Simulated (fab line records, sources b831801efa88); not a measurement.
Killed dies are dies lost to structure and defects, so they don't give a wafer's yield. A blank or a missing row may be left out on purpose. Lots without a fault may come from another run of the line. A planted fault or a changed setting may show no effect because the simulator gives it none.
fab line records | flow sky130
record lots=6 wafers=17 last_day=49
route steps=708 shown VIA1@473 METAL2@483 PAD_OPEN@708
lots that met no fault: from a run of the same line without faults
start_h: hours from the record's first day to the start of the lot's first wafer shown | wait_h: hours since the lot's step before | " the same as in the row above | L1.1+2: a row that stands for several wafers | - no value, or no start given | * or withheld: withheld | < > ~ a bound
route shown NAME@n: a module of which the file shows steps, and the number in the route of the first | usual: mean/standard deviation of fault-free wafers | same: alike in all rows | chamber/n: place in a boat | sites: the reading at each site | _std_site: their standard deviation | _edge_site: outer sites' mean less inner sites' | radius_mm: how far each site lies from the wafer's centre | mask NAME#n: copy n | behind: the tool/chamber that last shaped the wafer | hold: why the lot was held/for how many hours/how that ended | device: the transistor (n, p or np) that didn't switch | end of line: the same wafers' tests at the end of the route | a step without rows: its recipe alone | killed: dies lost to structure and defects at the first sort, not the wafer's yield | map: a wafer's dies, x killed, . not, _ none there
set.NAME: the setting as run; set.NAME@STEP: as run at that earlier step | model.NAME: the simulator's own value behind a step, which no gauge read
lots at some steps of the route; a table a step, a row a wafer
services: from which hour (start_h, from the record's first day; less than 0 if before it) a tool's chamber was out of use, for how many hours, and why
## steps
# step SKY_VIA1_ETCH_15
# recipe target=SiO2 chemistry=C4F8/O2/Ar target_depth_nm=351 stop_on=TiN mask_material=KrF-thick source_w=1500 bias_w=1200 pressure_mtorr=40 c4f8_flow_sccm=withheld O2_flow_sccm=6 Ar_flow_sccm=300 time_s=54
# step SKY_VIA1_STRIP_16
# recipe chemistry=O2/N2 power_w=1400 pressure_mtorr=1500 platen_temp_c=withheld o2_flow_sccm=3000 n2_flow_sccm=300 overash_fraction=0.5
# step SKY_VIA1_STRIP_17
# recipe chemistry=post_etch_residue_remover time_s=1200 temp_c=72.5
# step SKY_VIA1_CLEAN_18
# recipe chemistry=IPA time_s=180 temp_c=25
# step SKY_VIA1_CLEAN_19
# recipe chemistry=O3/DIW dry=n2_spin
# step SKY_VIA1_SPUTTER_20
# recipe material=TiN target_thk_nm=20 chamber_pressure_pa=5 power_w=4000 time_s=80
# usual throttle_valve_pct=30.0/0.65
# columns lot.wafer tool chamber start_h wait_h throttle_valve_pct
L508.2 pvd_sputter-03 - 849.29 0.0 31.1
L508.3 " - " " 30.3
L508.6 " - " " 30.7
L507.2 pvd_sputter-01 - 860.22 0.0 29.9
L507.3 " - " " 29.0
L507.6 " - " " 30.0
L510.2 pvd_sputter-01 - 875.41 0.0 30.1
L510.4 " - " " 30.2
L510.5 " - " " 30.1
L518.1 pvd_sputter-04 - 912.49 0.0 30.3
L518.2 " - " " 30.0
L518.4 " - " " 30.4
L519.1 pvd_sputter-04 - 921.02 0.0 29.9
L519.3 " - " " 29.9
L519.6 " - " " 29.8
L521.2 pvd_sputter-04 - 932.38 0.0 29.9
L521.6 " - " " 30.0
# step SKY_VIA1_CVD_21
# recipe material=W target_thk_nm=270 time_s=80.902 temp_c=400 pressure_torr=40
# step SKY_VIA1_RS_MEAS_22
# recipe thk_meas_gauge=four-point-probe reads=W_of_VIA1_CVD_21+TiN_of_VIA1_SPUTTER_20
# usual VIA1_W_RS=0.426/0.0054
# columns lot.wafer tool chamber start_h wait_h VIA1_W_RS[ohm/sq]
L508.2 film_metro-02 - 849.46 0.1 0.430
L508.3 " - " " 0.437
L508.6 " - " " 0.436
L507.2 film_metro-01 - 860.39 0.1 0.428
L507.3 " - " " 0.430
L507.6 " - " " 0.424
L510.2 film_metro-01 - 875.59 0.1 0.415
L510.4 " - " " 0.423
L510.5 " - " " 0.419
L518.1 film_metro-01 - 912.64 0.1 0.425
L518.2 " - " " 0.423
L518.4 " - " " 0.424
L519.1 film_metro-02 - 921.17 0.1 0.430
L519.3 " - " " 0.434
L519.6 " - " " 0.432
L521.2 film_metro-02 - 932.55 0.1 0.423
L521.6 " - " " 0.427
# step SKY_VIA1_THK_MEAS_23
# recipe thk_meas_gauge=xrf reads=W_of_VIA1_CVD_21
# usual VIA1_W_THK=274/4.2
# columns lot.wafer tool chamber start_h wait_h VIA1_W_THK[nm]
L508.2 film_metro-02 - 849.57 0.1 271
L508.3 " - " " 267
L508.6 " - " " 265
L507.2 film_metro-01 - 860.50 0.1 272
L507.3 " - " " 274
L507.6 " - " " 277
L510.2 film_metro-01 - 875.70 0.1 282
L510.4 " - " " 277
L510.5 " - " " 279
L518.1 film_metro-01 - 912.76 0.1 279
L518.2 " - " " 279
L518.4 " - " " 278
L519.1 film_metro-02 - 921.29 0.1 269
L519.3 " - " " 267
L519.6 " - " " 269
L521.2 film_metro-02 - 932.66 0.1 275
L521.6 " - " " 272
# step SKY_VIA1_CMP_24
# recipe stop_on=SiO2 t_overpolish_s=15 down_force_psi=3.5 platen_rpm=60 target_thk_nm=0 pad_velocity_m_s=0.94248
# step SKY_METAL2_SPUTTER_00
# recipe material=Ti target_thk_nm=15 power_w=3000 time_s=10 chamber_pressure_pa=0.4
# usual throttle_valve_pct=30.5/0.87
# columns lot.wafer tool chamber start_h wait_h throttle_valve_pct
L508.2 pvd_sputter-04 - 849.92 0.2 29.9
L508.3 " - " " 30.2
L508.6 " - " " 30.2
L507.2 pvd_sputter-02 - 860.85 0.2 31.8
L507.3 " - " " 30.7
L507.6 " - " " 32.0
L510.2 pvd_sputter-04 - 876.21 0.2 30.2
L510.4 " - " " 30.5
L510.5 " - " " 29.9
L518.1 pvd_sputter-02 - 913.42 0.2 29.9
L518.2 " - " " 32.2
L518.4 " - " " 31.7
L519.1 pvd_sputter-02 - 921.65 0.2 29.7
L519.3 " - " " 31.5
L519.6 " - " " 31.7
L521.2 pvd_sputter-02 - 933.01 0.2 31.5
L521.6 " - " " 29.9
# step SKY_METAL2_SPUTTER_01
# recipe material=TiN target_thk_nm=20 power_w=6500 time_s=16.7 chamber_pressure_pa=0.4
# usual throttle_valve_pct=30.5/0.86
# columns lot.wafer tool chamber start_h wait_h throttle_valve_pct
L508.2 pvd_sputter-04 - 849.95 0.0 29.9
L508.3 " - " " 30.6
L508.6 " - " " 30.7
L507.2 pvd_sputter-02 - 860.88 0.0 32.0
L507.3 " - " " 30.7
L507.6 " - " " 31.9
L510.2 pvd_sputter-04 - 876.23 0.0 29.8
L510.4 " - " " 30.3
L510.5 " - " " 30.0
L518.1 pvd_sputter-02 - 913.44 0.0 30.0
L518.2 " - " " 32.4
L518.4 " - " " 31.4
L519.1 pvd_sputter-02 - 921.68 0.0 29.7
L519.3 " - " " 31.2
L519.6 " - " " 31.7
L521.2 pvd_sputter-02 - 933.04 0.0 31.1
L521.6 " - " " 29.8
# step SKY_METAL2_SPUTTER_02
# recipe material=AlCu target_thk_nm=250 power_w=10600 time_s=13.3 chamber_pressure_pa=0.4
# usual throttle_valve_pct=30.5/0.86
# columns lot.wafer tool chamber start_h wait_h throttle_valve_pct model.AlCu_of_METAL2_SPUTTER_02.thk_nm
L508.2 pvd_sputter-04 - 849.97 0.0 30.1 248.7
L508.3 " - " " 30.3 248.8
L508.6 " - " " 30.3 247.6
L507.2 pvd_sputter-02 - 860.90 0.0 32.0 249.8
L507.3 " - " " 30.5 250.5
L507.6 " - " " 31.8 248.8
L510.2 pvd_sputter-04 - 876.25 0.0 30.1 247.9
L510.4 " - " " 30.3 246.4
L510.5 " - " " 29.8 247.9
L518.1 pvd_sputter-02 - 913.47 0.0 29.7 252.5
L518.2 " - " " 31.9 251.8
L518.4 " - " " 31.0 251.6
L519.1 pvd_sputter-02 - 921.70 0.0 30.1 249.2
L519.3 " - " " 31.4 245.5
L519.6 " - " " 32.1 130.5
L521.2 pvd_sputter-02 - 933.06 0.0 31.3 247.6
L521.6 " - " " 29.4 131.3
# step SKY_METAL2_SPUTTER_03
# recipe material=Ti target_thk_nm=5 power_w=3000 time_s=3.3 chamber_pressure_pa=0.4
# step SKY_METAL2_SPUTTER_04
# recipe material=TiN target_thk_nm=70 power_w=6500 time_s=58.3 chamber_pressure_pa=0.4
# usual throttle_valve_pct=30.5/0.88
# columns lot.wafer tool chamber start_h wait_h throttle_valve_pct
L508.2 pvd_sputter-04 - 850.02 0.0 30.0
L508.3 " - " " 30.4
L508.6 " - " " 30.2
L507.2 pvd_sputter-02 - 860.94 0.0 32.0
L507.3 " - " " 30.7
L507.6 " - " " 32.1
L510.2 pvd_sputter-04 - 876.30 0.0 29.9
L510.4 " - " " 30.3
L510.5 " - " " 29.7
L518.1 pvd_sputter-02 - 913.51 0.0 29.8
L518.2 " - " " 31.9
L518.4 " - " " 31.2
L519.1 pvd_sputter-02 - 921.74 0.0 29.9
L519.3 " - " " 31.3
L519.6 " - " " 32.1
L521.2 pvd_sputter-02 - 933.11 0.0 31.6
L521.6 " - " " 30.0
# step SKY_METAL2_RS_MEAS_05
# recipe thk_meas_gauge=four-point-probe reads=TiN_of_METAL2_SPUTTER_04+Ti_of_METAL2_SPUTTER_03+AlCu_of_METAL2_SPUTTER_02+TiN_of_METAL2_SPUTTER_01+Ti_of_METAL2_SPUTTER_00
# usual METAL2_ALCU_RS=0.1269/0.0012
# columns lot.wafer tool chamber start_h wait_h hold METAL2_ALCU_RS[ohm/sq]
L508.2 film_metro-02 - 850.08 0.0 - 0.1275
L508.3 " - " " - 0.1272
L508.6 " - " " - 0.1279
L507.2 film_metro-01 - 861.01 0.0 - 0.1267
L507.3 " - " " - 0.1263
L507.6 " - " " - 0.1272
L510.2 film_metro-01 - 876.37 0.0 - 0.1274
L510.4 " - " " - 0.1282
L510.5 " - " " - 0.1275
L518.1 film_metro-02 - 913.56 0.0 - 0.1255
L518.2 " - " " - 0.1255
L518.4 " - " " - 0.1259
L519.1 film_metro-01 - 921.79 0.0 await_dispo/0.2h/release 0.1268
L519.3 " - " " await_dispo/0.2h/release 0.1288
L519.6 " - " " await_dispo/0.2h/release 0.2497
L519.1 film_metro-01 - 922.08 0.3 - 0.1268
L519.3 " - " " - 0.1289
L519.6 " - " " - 0.2494
L521.2 film_metro-01 - 933.17 0.0 await_dispo/0.2h/release 0.1279
L521.6 " - " " await_dispo/0.2h/release 0.2486
L521.2 film_metro-01 - 933.46 0.3 - 0.1277
L521.6 " - " " - 0.2482
# step SKY_METAL2_THK_MEAS_06
# recipe thk_meas_gauge=xrf reads=AlCu_of_METAL2_SPUTTER_02
# usual METAL2_ALCU_THK=250.7/2.7
# columns lot.wafer tool chamber start_h wait_h hold METAL2_ALCU_THK[nm]
L508.2 film_metro-02 - 850.19 0.1 - 249.7
L508.3 " - " " - 250.6
L508.6 " - " " - 250.1
L507.2 film_metro-01 - 861.12 0.1 - 249.9
L507.3 " - " " - 248.4
L507.6 " - " " - 246.6
L510.2 film_metro-01 - 876.48 0.1 - 246.0
L510.4 " - " " - 248.6
L510.5 " - " " - 249.5
L518.1 film_metro-02 - 913.68 0.1 - 255.8
L518.2 " - " " - 254.9
L518.4 " - " " - 254.6
L519.1 film_metro-01 - 929.02 6.9 await_dispo/0.2h/release 250.8
L519.3 " - " " await_dispo/0.2h/release 244.3
L519.6 " - " " await_dispo/0.2h/release 130.0
L519.1 film_metro-01 - 929.25 0.2 - 251.4
L519.3 " - " " - 245.6
L519.6 " - " " - 130.8
L521.2 film_metro-01 - 938.58 5.1 await_dispo/0.2h/release 246.7
L521.6 " - " " await_dispo/0.2h/release 131.2
L521.2 film_metro-01 - 938.88 0.3 - 248.2
L521.6 " - " " - 130.8
# step SKY_METAL2_HMDS_08
# recipe prime_time_s=60 prime_temp_c=120
# step SKY_METAL2_COAT_09
# recipe resist=BARC temp_c=withheld time_s=withheld spin_rpm=3000 resist_thk_nm=60
# step SKY_METAL2_COAT_10
# recipe resist=KrF-thick spin_rpm=3000 resist_thk_nm=450
# step SKY_METAL2_SOFTBAKE_11
# recipe temp_c=100 time_s=90 resist=KrF-thick
# step SKY_METAL2_EXPOSE_12
# recipe mask_id=MM2 na=0.8 source_shape=annular sigma_inner=0.55 sigma_outer=0.85 target_cd_nm=140 dose_mj=28
# step SKY_METAL2_PEB_13
# recipe peb_temp_c=withheld peb_time_s=withheld resist=KrF-thick
# step SKY_METAL2_DEVELOP_14
# recipe develop_time_s=60 resist=KrF-thick dev_temp_c=21
# step SKY_METAL2_CD_MEAS_15
# recipe target_cd_nm=140
# usual cd_nm=140.1/1.4
# columns lot.wafer tool chamber start_h wait_h cd_nm
L508.2 cd_sem-01 - 875.97 - 140.2
L508.3 " - " " 140.2
L508.6 " - " " 139.1
L507.2 cd_sem-01 - 886.22 - 140.2
L507.3 " - " " 139.9
L507.6 " - " " 140.5
L510.2 cd_sem-01 - 901.93 - 141.6
L510.4 " - " " 139.9
L510.5 " - " " 141.5
L518.1 cd_sem-02 - 937.90 - 140.6
L518.2 " - " " 139.0
L518.4 " - " " 139.8
L519.1 cd_sem-02 - 945.90 - 141.2
L519.3 " - " " 141.5
L519.6 " - " " 142.1
L521.2 cd_sem-01 - 957.47 - 140.6
L521.6 " - " " 140.2
# step SKY_METAL2_OVL_MEAS_16
# usual METAL2_OVL=-1/6.7
# columns lot.wafer tool chamber start_h wait_h METAL2_OVL[nm]
L508.2 overlay-01 - 876.07 0.1 -3
L508.3 " - " " -7
L508.6 " - " " 0
L507.2 overlay-01 - 886.32 0.1 2
L507.3 " - " " 3
L507.6 " - " " -4
L510.2 overlay-01 - 902.03 0.1 0
L510.4 " - " " -5
L510.5 " - " " -5
L518.1 overlay-01 - 938.02 0.1 -3
L518.2 " - " " -5
L518.4 " - " " -6
L519.1 overlay-02 - 946.02 0.1 -4
L519.3 " - " " -6
L519.6 " - " " 0
L521.2 overlay-01 - 957.57 0.1 -11
L521.6 " - " " -10
# step SKY_METAL2_DESCUM_17
# recipe chemistry=O2 source_power_w=150 bias_power_w=0 pressure_mtorr=10 temp_c=40 time_s=8
# usual drypump_motor_current_A=5.87/0.16 oes_product_au=0.993/0.008
# same bias_power_w=0
# columns lot.wafer tool chamber start_h wait_h drypump_motor_current_A oes_product_au rf_hours_counter_h
L508.2 rie_metal-04 1 876.10 0.0 5.77 0.992 3
L508.3 " 0 " " 5.73 0.984 -
L508.6 " 0 " " 5.72 0.980 -
L507.2 rie_metal-04 0 886.35 0.0 5.74 0.975 17
L507.3 " 0 " " 5.73 0.987 -
L507.6 " 0 " " 5.75 0.984 -
L510.2 rie_metal-02 1 902.06 0.0 5.64 0.999 0
L510.4 " 0 " " 6.15 0.992 -
L510.5 " 0 " " 6.14 0.995 -
L518.1 rie_metal-02 0 938.05 0.0 6.14 1.000 0
L518.2 " 1 " " 5.69 0.986 2
L518.4 " 1 " " 5.68 0.991 -
L519.1 rie_metal-01 1 946.06 0.0 5.96 1.000 5
L519.3 " 0 " " 5.99 0.992 -
L519.6 " 1 " " 5.94 0.999 -
L521.2 rie_metal-01 1 957.60 0.0 5.94 0.997 5
L521.6 " 1 " " 5.95 1.004 -
# step SKY_METAL2_ETCH_18
# recipe chemistry=N2/H2 target=BARC ion_energy_ev=200 bias_w=100 pressure_mtorr=30 n2_flow_sccm=100 h2_flow_sccm=200 icp_w=500 stop_on=SiO2 time_s=45.9 target_depth_a=600
# step SKY_METAL2_METAL_ETCH_19
# recipe target_depth_a=3600 stop_on=SiO2 over_etch_frac=0.3 time_s=78 chemistry=Cl2/BCl3 resist_sidewall_deg=88 pressure_mtorr=10 icp_w=900 bias_w=48.5 Cl2_flow_sccm=60 bcl3_flow_sccm=30
# usual drypump_motor_current_A=5.87/0.16 oes_product_au=0.854/0.0055 throttle_valve_pct=22.264/0.0086
# same over_etch_frac=0.3
# columns lot.wafer tool chamber start_h wait_h drypump_motor_current_A oes_product_au rf_hours_counter_h throttle_valve_pct
L508.2 rie_metal-04 1 876.20 0.0 5.76 0.857 3 22.265
L508.3 " 0 " " 5.76 0.858 - 22.246
L508.6 " 0 " " 5.75 0.852 - 22.257
L507.2 rie_metal-04 0 886.45 0.0 5.73 0.856 17 22.286
L507.3 " 0 " " 5.71 0.847 - 22.253
L507.6 " 0 " " 5.72 0.859 - 22.270
L510.2 rie_metal-02 1 902.16 0.0 5.64 0.851 0 22.267
L510.4 " 0 " " 6.12 0.845 - 22.264
L510.5 " 0 " " 6.13 0.853 - 22.276
L518.1 rie_metal-02 0 938.15 0.0 6.13 0.855 0 22.268
L518.2 " 1 " " 5.64 0.862 2 22.271
L518.4 " 1 " " 5.62 0.847 - 22.257
L519.1 rie_metal-01 1 946.15 0.0 5.95 0.854 5 22.271
L519.3 " 0 " " 5.97 0.852 - 22.247
L519.6 " 1 " " 5.96 0.731 - 22.269
L521.2 rie_metal-01 1 957.70 0.0 5.97 0.846 5 22.264
L521.6 " 1 " " 5.97 0.731 - 22.267
# step SKY_METAL2_STRIP_20
# recipe chemistry=O2/N2 power_w=1400 pressure_mtorr=1500 platen_temp_c=withheld o2_flow_sccm=3000 n2_flow_sccm=300 overash_fraction=0.5
# step SKY_PAD_OPEN_PROBE_99
# usual defect_limited_yield=82.3/1.8 killed_at_M0_to_M3=44/6.9 killed_at_M4_up=3.3/1.7 killed_at_contacts=24/5.5 killed_at_front_end=16/4.5 killed_at_other=0.2/0.46 killed_dies=87/9.1 killed_open=48/7.3 killed_short=39/6.2 sort_bin_3_pad_short=0.9/0.4 sort_bin_5_function=10.4/1.5 sort_bin_6_memory=6.4/1.2 sort_n_pass=405/9.1 sort_yield_pct=82.3/1.8
# same gross_dies=492 killed_at_back_side=0 sort_bin_4_leakage[%]=0 sort_bin_8_speed[%]=0
# columns lot.wafer tool chamber start_h wait_h defect_limited_yield[%] killed_at_M0_to_M3 killed_at_M4_up killed_at_contacts killed_at_front_end killed_at_other killed_dies killed_open killed_short sort_bin_3_pad_short[%] sort_bin_5_function[%] sort_bin_6_memory[%] sort_n_pass sort_yield_pct[%] model.etest.met2.line_ohm_um model.etest.met2.rs_ohm_sq
L508.2 prober-01 - 1118.42 0.1 81.9 56 1 19 13 0 89 38 48 0.8 10.8 6.5 403 81.9 0.9206 0.1296
L508.3 prober-01 - 1118.47 0.2 82.7 41 4 21 19 0 85 48 37 0.6 10.4 6.3 407 82.7 0.8984 0.1285
L508.6 prober-01 - 1118.62 0.2 79.1 51 2 31 19 0 103 58 44 1.8 12.0 7.1 389 79.1 0.9097 0.1298
L507.2 prober-02 - 1126.46 0.1 80.1 36 3 39 19 1 98 65 33 0.8 13.2 5.9 394 80.1 0.9158 0.1282
L507.3 prober-02 - 1126.51 0.2 78.3 49 2 36 20 0 107 60 47 0.6 11.0 10.2 385 78.3 0.8877 0.128
L507.6 prober-02 - 1126.66 0.2 80.3 50 2 21 24 0 97 44 53 1.4 10.6 7.7 395 80.3 0.89 0.1278
L510.2 prober-01 - 1140.21 0.1 84.8 32 3 22 17 1 75 40 35 0.8 8.3 6.1 417 84.8 0.9042 0.1284
L510.4 prober-01 - 1140.31 0.2 86.0 39 4 19 7 0 69 39 30 0.6 7.5 5.9 423 86.0 0.9403 0.1318
L510.5 prober-01 - 1140.36 0.2 83.3 43 7 14 18 0 82 41 41 1.4 8.5 6.7 410 83.3 0.93 0.1288
L518.1 prober-01 - 1169.42 0.1 83.9 38 5 24 12 0 79 39 40 0.6 10.4 5.1 413 83.9 0.9376 0.1275
L518.2 prober-01 - 1169.47 0.1 81.9 36 6 35 12 0 89 55 34 0.4 11.8 5.9 403 81.9 0.956 0.1276
L518.4 prober-01 - 1169.57 0.2 84.3 48 4 18 7 0 77 43 34 0.8 8.7 6.1 415 84.3 0.9219 0.1275
L519.1 prober-01 - 1176.46 0.1 83.1 46 3 18 15 1 83 46 37 0.8 9.8 6.3 409 83.1 0.8986 0.1294
L519.3 prober-01 - 1176.56 0.2 83.9 44 3 19 12 1 79 42 37 0.6 11.4 4.1 413 83.9 0.923 0.131
L519.6 prober-01 - 1176.71 0.2 79.7 58 4 23 15 0 100 51 49 0.6 10.0 9.8 392 79.7 1.815 0.2564
L521.2 prober-01 - 1180.47 0.1 80.5 49 3 27 17 0 96 46 50 0.8 11.2 7.5 396 80.5 0.9302 0.1301
L521.6 prober-01 - 1180.67 0.2 83.3 47 3 23 9 0 82 44 38 1.4 8.3 6.9 410 83.3 1.786 0.251
# killed by level:class
L508.2 VIA1:geometric_particle:open=13 METAL3:geometric_particle:short=8 METAL1:geometric_particle:short=7 FIELD_ISO:geometric_particle:short=5 LI_CONTACT:geometric_particle:open=5 CONTACT:geometric_particle:open=5 VIA1:geometric_particle:short=5 METAL2:geometric_particle:short=5
L508.3 VIA1:geometric_particle:open=11 LI_CONTACT:geometric_particle:open=7 VIA2:geometric_particle:open=6 VIA3:geometric_particle:open=5 CONTACT:geometric_particle:open=5 METAL1:geometric_particle:short=5 FIELD_ISO:geometric_particle:short=4 VIA1:geometric_particle:short=4
L508.6 LI_CONTACT:geometric_particle:open=10 VIA1:geometric_particle:open=9 CONTACT:geometric_particle:open=8 VIA2:geometric_particle:open=7 METAL2:geometric_particle:short=7 VIA1:geometric_particle:short=6 VIA3:geometric_particle:open=6 LOCAL_INTERCONNECT:geometric_particle:short=5
L507.2 CONTACT:geometric_particle:open=18 VIA1:geometric_particle:open=14 VIA2:geometric_particle:open=6 LI_CONTACT:geometric_particle:open=6 POLY_GATE:geometric_particle:open=5 FIELD_ISO:geometric_particle:short=4 FIELD_ISO:geometric_particle:open=4 POLY_GATE:geometric_particle:short=4
L507.3 VIA1:geometric_particle:open=17 CONTACT:geometric_particle:open=11 METAL1:geometric_particle:short=11 LI_CONTACT:geometric_particle:open=9 CONTACT:geometric_particle:short=7 POLY_GATE:geometric_particle:short=6 METAL2:geometric_particle:short=6 VIA2:geometric_particle:open=5
L507.6 VIA1:geometric_particle:open=10 METAL1:geometric_particle:short=10 FIELD_ISO:geometric_particle:short=7 POLY_GATE:geometric_particle:short=6 LI_CONTACT:geometric_particle:open=6 CONTACT:geometric_particle:open=6 METAL2:geometric_particle:short=6 VIA2:geometric_particle:open=5
L510.2 LI_CONTACT:geometric_particle:open=6 CONTACT:geometric_particle:short=5 CONTACT:geometric_particle:open=5 VIA2:geometric_particle:open=5 FIELD_ISO:geometric_particle:open=4 LOCAL_INTERCONNECT:geometric_particle:short=4 METAL1:geometric_particle:short=4 VIA3:geometric_particle:open=4
L510.4 VIA2:geometric_particle:open=11 METAL2:geometric_particle:short=6 VIA1:geometric_particle:open=6 VIA3:geometric_particle:open=6 LI_CONTACT:geometric_particle:open=5 LOCAL_INTERCONNECT:geometric_particle:short=5 CONTACT:geometric_particle:open=5 METAL3:geometric_particle:short=4
L510.5 METAL1:geometric_particle:short=9 POLY_GATE:geometric_particle:open=7 VIA1:geometric_particle:open=7 VIA2:geometric_particle:open=6 METAL2:geometric_particle:short=5 FIELD_ISO:geometric_particle:short=4 LI_CONTACT:geometric_particle:open=4 CONTACT:geometric_particle:open=4
L518.1 CONTACT:geometric_particle:open=9 VIA1:geometric_particle:open=9 VIA2:geometric_particle:open=7 FIELD_ISO:geometric_particle:short=5 LI_CONTACT:geometric_particle:open=5 CONTACT:geometric_particle:short=5 METAL2:geometric_particle:short=5 VIA2:geometric_particle:short=5
L518.2 CONTACT:geometric_particle:open=16 VIA1:geometric_particle:open=10 LI_CONTACT:geometric_particle:open=7 CONTACT:geometric_particle:short=6 METAL1:geometric_particle:short=5 VIA3:geometric_particle:open=5 FIELD_ISO:geometric_particle:open=4 POLY_GATE:geometric_particle:open=4
L518.4 VIA1:geometric_particle:open=15 CONTACT:geometric_particle:open=7 LI_CONTACT:geometric_particle:open=7 METAL3:geometric_particle:short=6 VIA2:geometric_particle:open=5 VIA1:geometric_particle:short=5 METAL1:geometric_particle:short=4 METAL2:geometric_particle:short=4
L519.1 VIA1:geometric_particle:open=11 VIA2:geometric_particle:open=11 LI_CONTACT:geometric_particle:open=7 CONTACT:geometric_particle:open=5 METAL2:geometric_particle:short=5 METAL1:geometric_particle:short=5 FIELD_ISO:geometric_particle:short=4 VIA1:geometric_particle:short=4
L519.3 VIA2:geometric_particle:open=8 METAL1:geometric_particle:short=7 VIA1:geometric_particle:open=7 METAL3:geometric_particle:short=7 LI_CONTACT:geometric_particle:open=6 CONTACT:geometric_particle:open=5 POLY_GATE:geometric_particle:short=4 METAL1:geometric_particle:open=4
L519.6 VIA1:geometric_particle:open=16 CONTACT:geometric_particle:open=11 METAL1:geometric_particle:short=8 VIA1:geometric_particle:short=7 VIA2:geometric_particle:open=6 LOCAL_INTERCONNECT:geometric_particle:short=5 METAL2:geometric_particle:short=5 VIA3:geometric_particle:open=5
L521.2 CONTACT:geometric_particle:short=10 VIA1:geometric_particle:open=9 LOCAL_INTERCONNECT:geometric_particle:short=6 VIA1:geometric_particle:short=6 VIA3:geometric_particle:open=6 METAL2:geometric_particle:short=5 METAL1:geometric_particle:open=5 METAL1:geometric_particle:short=5
L521.6 VIA1:geometric_particle:open=11 CONTACT:geometric_particle:open=8 METAL1:geometric_particle:short=8 VIA3:geometric_particle:open=7 LI_CONTACT:geometric_particle:open=5 VIA2:geometric_particle:open=5 LOCAL_INTERCONNECT:geometric_particle:short=4 VIA2:geometric_particle:short=4
## services
# columns tool chamber start_h hours kind
rie_metal-02 - 826.27 0.3 repair
rie_metal-01 1 838.27 71.5 repair
pvd_sputter-02 0 851.42 - consumable_replace:kit
pvd_sputter-02 0 851.42 18.0 scheduled_down
pvd_sputter-02 0 851.42 18.0 vent_cycle
pvd_sputter-04 2 877.67 - consumable_replace:kit
pvd_sputter-04 2 877.67 18.0 scheduled_down
pvd_sputter-04 2 877.67 18.0 vent_cycle
rie_metal-02 1 881.25 - clean
rie_metal-02 1 881.25 18.9 scheduled_down
rie_metal-02 1 881.25 18.9 vent_cycle
rie_metal-02 0 899.43 2.2 repair
rie_metal-04 0 909.02 - clean
rie_metal-04 0 909.02 14.6 scheduled_down
rie_metal-04 0 909.02 14.6 vent_cycle
rie_metal-02 0 920.50 - clean
rie_metal-02 0 920.50 16.0 scheduled_down
rie_metal-02 0 920.50 16.0 vent_cycle
pvd_sputter-01 - 923.36 0.9 repair
pvd_sputter-02 - 924.80 1.3 repair
rie_metal-04 - 928.42 2.8 pm
## key
first_sign step=SKY_METAL2_RS_MEAS_05 reading=visit direction=added
effect step=SKY_METAL2_RS_MEAS_05 reading=METAL2_ALCU_RS direction=up sigmas=99+ usual=0.1269 struck=0.2491
effect step=SKY_METAL2_THK_MEAS_06 reading=visit direction=added
effect step=SKY_METAL2_THK_MEAS_06 reading=METAL2_ALCU_THK direction=down sigmas=44 usual=250.7 struck=130.6
effect step=SKY_METAL2_METAL_ETCH_19 reading=oes_product_au direction=down sigmas=22 usual=0.854 struck=0.731
model_effect step=SKY_METAL2_SPUTTER_02 value=AlCu_of_METAL2_SPUTTER_02.thk_nm without=248.9 struck=130.9
model_effect step=SKY_PAD_OPEN_PROBE_99 value=etest.met2.line_ohm_um without=0.9168 struck=1.801
met_at SKY_METAL2_SPUTTER_02
struck_wafers L519.6,L521.6
onset_between 913.47 921.70
fault kind=process_parameter_drift tool=pvd_sputter-02 chamber=- onset_h=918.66 steps=SKY_METAL2_SPUTTER_02 channel=target_thk_nm offset=-118.02 shape=step end_h=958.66 scope=struck_wafers_only acts_in=these_recipes_only stated=250
